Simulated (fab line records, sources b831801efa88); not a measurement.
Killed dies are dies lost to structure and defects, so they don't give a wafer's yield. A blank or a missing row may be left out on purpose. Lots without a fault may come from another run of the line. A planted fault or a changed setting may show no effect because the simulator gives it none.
Which tool did it? | flow sky130 | 14 lots, 42 wafers sampled, at 3 steps of a route of 708

WHAT THE GAUGES READ, wafer by wafer
SKY_METAL1_OVL_MEAS_16.
lot  | measured     | on         | METAL1_OVL (nm)
L122 | day 33 12:31 | overlay-02 | -1 -1 -1
L127 | day 35 05:51 | overlay-01 | 5 10 0
L129 | day 35 15:12 | overlay-02 | -4 4 1
L130 | day 36 00:15 | overlay-02 | 1 6 2
L131 | day 36 09:19 | overlay-01 | 6 -1 -2
L136 | day 37 17:31 | overlay-02 | 7 14 14
L138 | day 38 04:38 | overlay-01 | -2 -11 -3
L137 | day 38 04:51 | overlay-01 | -9 0 -3
L139 | day 38 13:10 | overlay-01 | 11 3 4
L140 | day 38 23:02 | overlay-01 | -3 10 3
L141 | day 39 00:18 | overlay-01 | 3 -2 2
L142 | day 39 12:48 | overlay-01 | -7 5 5
L143 | day 39 20:40 | overlay-01 | 16 14 8
L144 | day 40 01:34 | overlay-01 | 7 1 1

SKY_VIA1_CD_MEAS_12: target cd 150 nm.
lot  | measured     | on        | cd_nm (nm)
L122 | day 34 15:20 | cd_sem-01 | 149.0 150.0 148.7
L127 | day 36 09:35 | cd_sem-02 | 149.9 150.5 149.6
L129 | day 36 18:20 | cd_sem-02 | 150.9 150.8 151.6
L130 | day 37 03:38 | cd_sem-02 | - - -
L131 | day 37 13:19 | cd_sem-02 | - - -
L136 | day 38 20:06 | cd_sem-01 | 149.5 150.3 150.9
L138 | day 39 06:12 | cd_sem-01 | 153.2 150.7 152.6
L137 | day 39 06:31 | cd_sem-02 | 151.3 152.6 151.5
L139 | day 39 15:05 | cd_sem-01 | 147.5 149.2 147.9
L140 | day 40 01:03 | cd_sem-02 | 151.0 149.4 150.0
L141 | day 40 02:10 | cd_sem-01 | 151.8 152.7 151.4
L142 | day 40 14:23 | cd_sem-01 | 149.5 150.2 148.7
L143 | day 40 22:28 | cd_sem-02 | 150.0 150.8 150.7
L144 | day 41 03:45 | cd_sem-01 | 149.6 151.1 150.1

WHICH TOOL RAN EACH LOT (tool, then ch and the chambers of the sampled wafers, then the start)
lot  | SKY_VIA1_PEB_10
L122 | litho_track-03 ch 0, day 34 14:00
L127 | litho_track-03 ch 0, day 36 09:00
L129 | litho_track-04 ch 0, day 36 17:00
L130 | litho_track-02, day 37 03:00
L131 | litho_track-03, day 37 12:00
L136 | litho_track-04 ch 0, day 38 19:00
L138 | litho_track-03 ch 0, day 39 05:00
L137 | litho_track-02 ch 0, day 39 06:00
L139 | litho_track-02 ch 0, day 39 14:00
L140 | litho_track-02 ch 0, day 40 00:00
L141 | litho_track-02 ch 0, day 40 01:00
L142 | litho_track-02 ch 0, day 40 14:00
L143 | litho_track-02 ch 0, day 40 22:00
L144 | litho_track-03 ch 0, day 41 03:00
- SKY_VIA1_PEB_10

WHAT THE TOOLS THEMSELVES READ (means of the sampled wafers that have a number; where no wafer has one, the mark that the record gives instead)
SKY_VIA1_PEB_10.
lot  | tool           | exhaust_pa (Pa)
L122 | litho_track-03 | 45.5
L127 | litho_track-03 | 45.7
L129 | litho_track-04 | 46.2
L130 | litho_track-02 | -
L131 | litho_track-03 | -
L136 | litho_track-04 | 44.7
L138 | litho_track-03 | 44.4
L137 | litho_track-02 | 45.2
L139 | litho_track-02 | 44.0
L140 | litho_track-02 | 45.9
L141 | litho_track-02 | 44.9
L142 | litho_track-02 | 45.7
L143 | litho_track-02 | 44.7
L144 | litho_track-03 | 44.8

THE ANSWER, worked out from the rows above alone
Rule: what is usual is taken from the lots themselves. Put in order of their means at a reading, lots are off if they are a third of the lots or fewer, leave a main group of 4 or more, and stand apart from it by a gap of 3 or more times the standard deviation of the main group's means; of several such gaps the widest counts. A main group whose means are all the same, to the digits that the tables above print for the reading, isn't used. A lot without any number at a reading at which 4 lots or more have one is off too. The other lots that the step has rows for count as sound. The gauges are gone through in route order, then the tools' own readings, and for those a lot's mean is taken as printed above. The first step at which some lot is off is used, and at that step the reading that is off furthest; a lot without a number counts as furthest.
Off: L130, L131, at SKY_VIA1_CD_MEAS_12 (cd_nm). Without a number there: L130, L131. The main group: mean 150.4 nm, standard deviation 1.1.
A tool fits if, at a process step before that reading, it ran every lot that is off, and no sound lot after the first of them. The gauges at SKY_VIA1_CD_MEAS_12 aren't tried: what is off there is off at SKY_VIA1_PEB_10 too, on other tools, and a gauge's error can't cause that. None of those tried fits.

WHAT THE SIMULATOR HAD PUT IN
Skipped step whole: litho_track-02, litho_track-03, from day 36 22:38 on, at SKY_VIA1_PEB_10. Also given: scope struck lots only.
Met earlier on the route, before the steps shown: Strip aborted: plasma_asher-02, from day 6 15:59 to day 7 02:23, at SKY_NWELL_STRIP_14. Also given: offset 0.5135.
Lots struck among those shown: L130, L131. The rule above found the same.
